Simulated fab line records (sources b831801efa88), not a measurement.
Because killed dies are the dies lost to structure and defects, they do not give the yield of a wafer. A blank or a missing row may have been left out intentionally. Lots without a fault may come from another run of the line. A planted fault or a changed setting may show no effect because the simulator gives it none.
Comparing a struck lot with a sound one    flow sky130    16 out of 708 route steps
Sound: these wafers, L322.1, L322.5, L322.6. Struck: wafer L329.3 (left out: L329.6, a lot-mate that was not struck); the cause follows at the end.
Order at every step that has rows: each side's tool, ch and its chambers, its first start. Under that, the readings that differ: sound wafers    struck wafers    difference of the means    sigmas: that difference in standard deviations of wafers without a fault.
alike: readings whose means differ by less than 2 such deviations, and words and numbers that are the same on both sides. not compared: withheld readings, readings that some wafer has no value for, bounds like >300 that may hide the same value, and numbers for which the record gives no deviation and whose values overlap.
A row with sigmas, a row that says differs or no value, or rows on one side alone: a step with any of these is where the two part. When numbers do not overlap yet have no deviation, they are printed without sigmas and do not part them. A reading that every wafer of one side lacks parts them only if that side has two wafers or more.

first, 1 step without rows for these wafers: SKY_FIELD_ISO_DEVELOP_12 (develop time 60 s).
SKY_FIELD_ISO_CD_MEAS_13: the cd target is 150 nm.
  sound on cd sem-02, day 3 03:21; struck on cd sem-01, day 4 13:19
  alike: cd nm
SKY_FIELD_ISO_ETCH_14: etches BARC in N2/H2, stops on SiO2, time 45.9 s, target depth 60 nm.
  sound on rie diel-02 ch 1,2,3, day 3 03:28; struck on rie diel-02 ch 3, day 4 13:23
  alike: bias w, drypump motor current A, h2 flow sccm, oes product au, throttle valve pct
  not compared: rf hours counter h
SKY_FIELD_ISO_ETCH_15: etches the open film in CHF3/O2, stops on Si, target depth 180 nm, time 72 s.
  sound on rie diel-02 ch 1,2,3, day 3 03:31; struck on rie diel-02 ch 3, day 4 13:26
  alike: bias w, chf3 flow sccm, drypump motor current A, oes product au, throttle valve pct
  not compared: rf hours counter h
SKY_FIELD_ISO_STRIP_16: strips in O2/N2.
  sound on plasma asher-03 ch 0,1, day 3 03:34; struck on plasma asher-02 ch 1, day 4 13:31
reading                      sound        struck  difference  sigmas
drypump motor current A (A)  6.1 6.1 5.4  4.8     -1.1        -2
  alike: oes product au, strip time to endpoint s
  not compared: rf hours counter h
SKY_FIELD_ISO_ETCH_17: etches Si in HBr/Cl2/O2, target depth 342 nm, time 97.7 s.
  sound on rie si-01 ch 0,3, day 3 03:40; struck on rie si-01 ch 1, day 4 13:35
  alike: HBr_flow_sccm, bias w, drypump motor current A, oes product au, throttle valve pct
  not compared: rf hours counter h
then, 5 steps without rows for these wafers: SKY_FIELD_ISO_WET_ETCH_18 (etches Si3N4 in H3PO4, target depth 25 nm, time 286 s); SKY_FIELD_ISO_CLEAN_19 (cleans in SC1/SC2, time 150 s); SKY_FIELD_ISO_CLEAN_20 (cleans in dHF, time 20 s); SKY_FIELD_ISO_WET_ETCH_21 (etches SiO2 in dHF, target depth 20 nm, time 400 s); SKY_FIELD_ISO_OXIDATION_22 (stabilise 600 s, purge 300 s, target thk 10 nm).
SKY_FIELD_ISO_THK_MEAS_23:
  sound on film metro-02, day 3 05:16; struck on film metro-02, day 4 15:57
  alike: FIELD_ISO_OXIDATION_01_THK
SKY_FIELD_ISO_CVD_24: deposits SiO2, target thk 595 nm, time 99.2 s.
  sound on hdpcvd-01 ch 1,2, day 3 05:19; struck on hdpcvd-01 ch 1, day 4 15:59
reading                                     sound              struck  difference  sigmas
model.SiO2_of_FIELD_ISO_CVD_24.thk nm (nm)  596.2 604.2 599.2  781.9   +182.0      
  alike: susceptor temp C
SKY_FIELD_ISO_THK_MEAS_25:
  sound on film metro-02, day 3 05:23; struck on film metro-01, day 4 16:25
reading                    sound        struck  difference  sigmas
FIELD_ISO_CVD_24_THK (nm)  596 604 599  782     +182        +28
  not compared: hold
SKY_FIELD_ISO_CMP_27: polishes, stops on Si3N4, t overpolish 16 s, target thk 457.8 nm.
  sound on cmp-02 ch 0,1,2, day 3 07:03; struck on cmp-02 ch 1, day 4 20:40
reading                 sound        struck  difference  sigmas
time to endpoint s (s)  111 119 111  151     +37         +10
  alike: head pressure psi, motor current A, retaining ring pressure frac
then, 1 step without rows for these wafers: SKY_FIELD_ISO_WET_ETCH_28 (etches SiO2 in dHF, target depth 23.7 nm, time 47 s).

## WHERE THEY PART
First at SKY_FIELD_ISO_STRIP_16; last, within this record, at SKY_FIELD_ISO_CMP_27.

WHY: whatever the simulator had introduced
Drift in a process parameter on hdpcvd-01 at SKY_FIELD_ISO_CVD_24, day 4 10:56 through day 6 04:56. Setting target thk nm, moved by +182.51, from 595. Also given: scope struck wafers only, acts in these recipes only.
